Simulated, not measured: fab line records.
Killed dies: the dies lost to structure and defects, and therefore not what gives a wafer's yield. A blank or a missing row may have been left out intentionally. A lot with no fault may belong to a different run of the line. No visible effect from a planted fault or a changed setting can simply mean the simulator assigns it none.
2 desks looking at one fault + flow gf180mcu + only its own numbers are on each desk; what lay behind them is given at the end

AT THE TOOL OWNER'S DESK: litho track-04
The tool's own readings at GF_M5_SOFTBAKE_03 (time 60 s): means of the sampled wafers that have a number, for each lot that ran on this tool. The brackets show how far a lot's mean lies from the usual mean; more than 4 standard deviations puts the lot out of limits, marked OUT.
Columns: A = heater power total W at GF_M5_SOFTBAKE_03, usual 93.06 W; B = run length s at GF_M5_SOFTBAKE_03, usual 88.93 s
| lot  | first seen here | A               | B               |
|------|-----------------|-----------------|-----------------|
| L487 | day 26 07:13    | 93.04           | 89.08           |
| L493 | day 28 04:23    | 93.05           | 88.94           |
| L494 | day 28 10:40    | 93.10           | 89.03           |
| L496 | day 29 13:53    | 93.02           | 89.02           |
| L497 | day 29 18:43    | 93.05           | 88.86           |
| L502 | day 31 06:28    | 94.20 (+21) OUT | 86.89 (-16) OUT |
| L504 | day 31 13:20    | 94.24 (+22) OUT | 87.03 (-15) OUT |
| L505 | day 31 19:14    | 94.25 (+22) OUT | 87.00 (-15) OUT |
This desk finds L502, L504, L505 out of limits, L502 being first, at day 31 06:28 (heater power total W at GF_M5_SOFTBAKE_03). Within limits: L487, L493, L494, L496, L497.

FROM THE METROLOGY DESK
Means of the sampled wafers that have a number, per lot and without regard to the tool the lot ran on: this is what the gauges read. The brackets show how far a lot's mean lies from the usual mean; more than 4 standard deviations puts the lot out of limits, marked OUT.
Columns: A = V5_CVD_02_THK at GF_V5_THK_MEAS_03, usual 1444 nm
| lot  | first seen here | A    |
|------|-----------------|------|
| L487 | day 26 19:08    | 1435 |
| L489 | day 27 09:31    | 1456 |
| L492 | day 28 09:24    | 1468 |
| L493 | day 28 14:59    | 1436 |
| L494 | day 28 21:37    | 1470 |
| L496 | day 30 01:04    | 1438 |
| L497 | day 30 05:34    | 1457 |
| L502 | day 31 16:25    | 1452 |
| L504 | day 31 22:35    | 1447 |
| L505 | day 32 04:55    | 1447 |
| L507 | day 32 15:56    | 1402 |
| L508 | day 33 00:11    | 1447 |
| L509 | day 33 05:15    | 1422 |
This desk's finding: nothing out of limits on any of the 13 lots.

TAKEN TOGETHER
The tool owner's desk could have raised an alarm at day 31 06:28, on L502, L504, L505.
At the metrology desk, nothing out of limits was observed.
The metrology desk has L502, L504, L505 on record, within its limits.
Every lot named ran GF_M5_SOFTBAKE_03 on litho track-04.

WHAT THE SIMULATOR PUT IN
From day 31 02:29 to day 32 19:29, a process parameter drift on litho track-04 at GF_M5_SOFTBAKE_03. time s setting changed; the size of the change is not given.
Struck lots among those shown: L502, L504, L505.
Time in hours from fault onset to the first out-of-limits reading at each desk: the tool owner's desk, 4.
